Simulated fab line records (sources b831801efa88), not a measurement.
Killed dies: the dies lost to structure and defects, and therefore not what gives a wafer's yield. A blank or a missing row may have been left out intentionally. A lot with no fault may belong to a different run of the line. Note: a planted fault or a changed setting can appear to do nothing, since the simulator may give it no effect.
Struck lot and sound lot, side by side    flow gf180mcu    13 out of 602 route steps
Sound: wafers L823.3, L823.4, L823.5. The struck wafers were L833.2, L833.4, L833.5. Last of all comes the cause.
Each step with rows lists, per side, the tool, then ch with its chambers, then its first start. Under that, the readings that differ: sound wafers    struck wafers    difference of the means    sigmas: that difference in standard deviations of wafers without a fault.
alike: readings whose means differ by less than 2 such deviations, and words and numbers that are the same on both sides. not compared: withheld readings, readings that some wafer has no value for, bounds like >300 that may hide the same value, and numbers for which the record gives no deviation and whose values overlap.
The two part at a step that has a row with sigmas, a row that says differs or no value, or rows on one side only. Numbers that have no deviation but don't overlap get no sigmas and don't part them. Lack of a reading on every wafer of one side parts them only where that side has two or more wafers.

first, 5 steps without rows for these wafers: GF_STI_WET_ETCH_17 (etches Si3N4 in H3PO4, target depth 45 nm, time 514 s); GF_STI_CLEAN_18 (cleans in SC1/SC2, time 154.2 s); GF_STI_CLEAN_19 (cleans in dHF, time 20 s); GF_STI_WET_ETCH_20 (etches SiO2 in dHF, target depth 20 nm, time 400 s); GF_STI_OXIDATION_21 (stabilise 600 s, purge 300 s, target thk 15 nm).
GF_STI_THK_MEAS_22:
  struck on filmMetro-01, day 5 10:21; sound on filmMetro-04, day 3 09:01
  alike: STI_OXIDATION_01_THK
then, 1 step without rows for these wafers: GF_STI_CVD_23 (deposits SiO2, target thk 650 nm, time 108.3 s).
GF_STI_THK_MEAS_24:
  struck on filmMetro-04, day 5 10:29; sound on filmMetro-04, day 3 09:08
  alike: STI_CVD_23_THK
GF_STI_CMP_25: polishes, stops on Si3N4, t overpolish 33 s, target thk 524.6 nm.
  sound on cmp-01 ch 1,2,3, day 3 09:17; struck on cmp-02 ch 1,2,3, day 5 10:38
  alike: edgeZonePressureFrac, motorCurrentA, overpolishRunS, timeToEndpointS
then, 3 steps without rows for these wafers: GF_STI_WET_ETCH_26 (etches SiO2 in dHF, target depth 94 nm, time 188 s); GF_STI_WET_ETCH_27 (etches Si3N4 in H3PO4, target depth 160 nm, time 1825 s); GF_STI_WET_ETCH_28 (etches SiO2 in dHF, target depth 20 nm, time 40 s).
GF_STI_OXIDATION_29: stabilise 600 s, purge 300 s, target thk 10 nm.
  sound on furnace-01 ch 0, day 3 10:45; struck on furnace-01, day 5 13:05
  no value came back on the struck wafers for oxTempC (C), oxTempCMax; on the sound wafers oxTempC (C) reads 899.7 899.1 899.8

## WHERE THEY PART
Only at GF_STI_OXIDATION_29, within this record.

WHY: what had been put in by the simulator
Step skipped in full: furnace-01, at GF_STI_OXIDATION_29, from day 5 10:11 onward. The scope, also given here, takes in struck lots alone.
